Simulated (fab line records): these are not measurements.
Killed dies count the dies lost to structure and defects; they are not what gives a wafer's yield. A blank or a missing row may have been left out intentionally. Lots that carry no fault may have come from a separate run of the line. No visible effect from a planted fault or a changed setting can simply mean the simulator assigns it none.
fab line records ; flow gf180mcu
record lots=13; wafers=39; lastDay=35
route steps=602 shown M2@366
lots with no fault: from the same line, run without faults
startH: the number of hours between the record's first day and the start of the first shown wafer of the lot ; waitH: time in hours since the lot's previous step ; " the same as in the row above ; L1.1+2: one row covering several wafers at once ; - no value present, or no start provided ; * or withheld: withheld ; < > ~ a bound
route shown NAME@n: names a module that has steps shown in the file, with the first one's number in the route ; usual: the fault-free wafers' mean and standard deviation ; same: alike in all rows ; chamber/n: place in a boat ; sites: the reading at each site ; _std_site: how widely they spread, as a standard deviation ; _edge_site: inner sites' mean taken away from outer sites' mean ; radiusMm: for every site, how far away it sits from the centre of the wafer ; mask NAME#n: copy n ; behind: the last tool/chamber to shape the wafer ; hold: cause of the lot's hold/its duration in hours/its outcome ; device: which transistor (n, p or np) failed to switch ; end of line: tests run on the same wafers once the route is complete ; for a step that has no rows: nothing shown but its recipe ; killed: not the wafer's yield, but the dies lost to structure and defects at the first sort ; map: per-die view of a wafer (x killed, . not killed, _ where there is no die)
set.NAME: the setting as run; set.NAME@STEP: as run at that earlier step ; model.NAME: the simulator's own value behind a step, which no gauge read
route steps across a sampled set of lots; one table per step, one row per wafer
services: from which hour (startH, from the record's first day; less than 0 if before it) a tool's chamber was out of use, for how many hours, and why
## steps
# step GF_M2_SPUTTER_04
# recipe material=TiN; targetThkNm=50; powerW=6500; timeS=41.7; chamberPressurePa=0.3865
# usual throttleValvePct=30.2/1.2
lot.wafer;tool;chamber;startH;waitH;throttleValvePct
L533.1;pvdSputter-03;-;412.29;0.0;30.3
L533.2;pvdSputter-03;-;412.29;0.0;30.9
L533.3;pvdSputter-03;-;412.29;0.0;32.2
L534.3;pvdSputter-01;-;423.41;0.0;28.3
L534.5;pvdSputter-01;-;423.41;0.0;27.8
L534.6;pvdSputter-01;-;423.41;0.0;31.0
L536.1;pvdSputter-03;-;442.68;0.0;29.9
L536.3;pvdSputter-03;-;442.68;0.0;32.2
L536.6;pvdSputter-03;-;442.68;0.0;31.5
L539.1;pvdSputter-04;-;465.76;0.0;29.3
L539.4;pvdSputter-04;-;465.76;0.0;30.0
L539.6;pvdSputter-04;-;465.76;0.0;29.6
L543.1;pvdSputter-04;-;506.38;0.0;29.5
L543.4;pvdSputter-04;-;506.38;0.0;29.8
L543.6;pvdSputter-04;-;506.38;0.0;30.7
L544.1;pvdSputter-01;-;511.78;0.0;30.8
L544.2;pvdSputter-01;-;511.78;0.0;29.8
L544.4;pvdSputter-01;-;511.78;0.0;32.1
L545.1;pvdSputter-01;-;520.88;0.0;32.2
L545.2;pvdSputter-01;-;520.88;0.0;28.2
L545.4;pvdSputter-01;-;520.88;0.0;29.9
L551.2;pvdSputter-04;-;568.82;0.0;30.7
L551.3;pvdSputter-04;-;568.82;0.0;29.3
L551.5;pvdSputter-04;-;568.82;0.0;30.7
L552.2;pvdSputter-04;-;582.91;0.0;29.8
L552.4;pvdSputter-04;-;582.91;0.0;29.5
L552.5;pvdSputter-04;-;582.91;0.0;29.2
L553.1;pvdSputter-04;-;586.82;0.0;30.6
L553.2;pvdSputter-04;-;586.82;0.0;29.2
L553.4;pvdSputter-04;-;586.82;0.0;29.7
L554.1;pvdSputter-03;-;587.77;0.0;32.2
L554.2;pvdSputter-03;-;587.77;0.0;31.3
L554.4;pvdSputter-03;-;587.77;0.0;30.0
L556.1;pvdSputter-01;-;609.85;0.0;30.6
L556.3;pvdSputter-01;-;609.85;0.0;29.7
L556.6;pvdSputter-01;-;609.85;0.0;27.8
L550.1;pvdSputter-04;-;628.53;0.0;29.5
L550.4;pvdSputter-04;-;628.53;0.0;29.1
L550.6;pvdSputter-04;-;628.53;0.0;29.3
# step GF_M2_THK_MEAS_06
# recipe thkMeasGauge=xrf; reads=AlCu_of_M2_SPUTTER_02
# usual M2_ALCU_THK=448/7.1
lot.wafer;tool;chamber;startH;waitH;M2_ALCU_THK[nm]
L533.1;filmMetro-02;-;412.45;0.1;453
L533.2;filmMetro-02;-;412.45;0.1;448
L533.3;filmMetro-02;-;412.45;0.1;449
L534.3;filmMetro-04;-;423.59;0.1;454
L534.5;filmMetro-04;-;423.59;0.1;454
L534.6;filmMetro-04;-;423.59;0.1;443
L536.1;filmMetro-03;-;442.84;0.1;453
L536.3;filmMetro-03;-;442.84;0.1;449
L536.6;filmMetro-03;-;442.84;0.1;454
L539.1;filmMetro-03;-;465.92;0.1;442
L539.4;filmMetro-03;-;465.92;0.1;446
L539.6;filmMetro-03;-;465.92;0.1;445
L543.1;filmMetro-02;-;506.54;0.1;474
L543.4;filmMetro-02;-;506.54;0.1;463
L543.6;filmMetro-02;-;506.54;0.1;466
L544.1;filmMetro-04;-;511.94;0.1;428
L544.2;filmMetro-04;-;511.94;0.1;431
L544.4;filmMetro-04;-;511.94;0.1;430
L545.1;filmMetro-03;-;521.04;0.1;452
L545.2;filmMetro-03;-;521.04;0.1;454
L545.4;filmMetro-03;-;521.04;0.1;448
L551.2;filmMetro-03;-;568.99;0.1;443
L551.3;filmMetro-03;-;568.99;0.1;456
L551.5;filmMetro-03;-;568.99;0.1;441
L552.2;filmMetro-03;-;583.08;0.1;446
L552.4;filmMetro-03;-;583.08;0.1;448
L552.5;filmMetro-03;-;583.08;0.1;445
L553.1;filmMetro-04;-;586.98;0.1;442
L553.2;filmMetro-04;-;586.98;0.1;444
L553.4;filmMetro-04;-;586.98;0.1;439
L554.1;filmMetro-02;-;587.93;0.1;449
L554.2;filmMetro-02;-;587.93;0.1;447
L554.4;filmMetro-02;-;587.93;0.1;451
L556.1;filmMetro-02;-;610.01;0.1;450
L556.3;filmMetro-02;-;610.01;0.1;450
L556.6;filmMetro-02;-;610.01;0.1;458
L550.1;filmMetro-03;-;628.69;0.1;454
L550.4;filmMetro-03;-;628.69;0.1;460
L550.6;filmMetro-03;-;628.69;0.1;461
## services
tool;chamber;startH;hours;kind
pvdSputter-03;-;395.25;0.5;repair
pvdSputter-01;1;429.27;-;consumableReplace:kit
pvdSputter-04;-;470.76;3.6;repair
pvdSputter-01;-;499.39;2.1;repair
pvdSputter-03;0;506.85;-;consumableReplace:kit
pvdSputter-03;0;506.85;18.0;scheduledDown
pvdSputter-03;0;506.85;18.0;ventCycle
pvdSputter-04;1;536.01;-;consumableReplace:kit
pvdSputter-04;1;536.01;18.0;scheduledDown
pvdSputter-04;1;536.01;18.0;ventCycle
pvdSputter-04;-;539.50;6.4;repair
pvdSputter-03;-;590.87;2.3;repair
pvdSputter-03;-;626.87;1.1;repair
## key
firstSign step=GF_M2_THK_MEAS_06; reading=M2_ALCU_THK; direction=up; sigmas=2.7; usual=448; struck=468
effect none on later readings
metAt GF_M2_SPUTTER_04
struckLots L543
onsetBetween 465.76 506.38
fault kind=processParameterDrift; tool=pvdSputter-04; chamber=-; onsetH=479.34; steps=GF_M2_SPUTTER_04; channel=timeS; offset=*; shape=step; endH=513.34; actsIn=*; stated=*
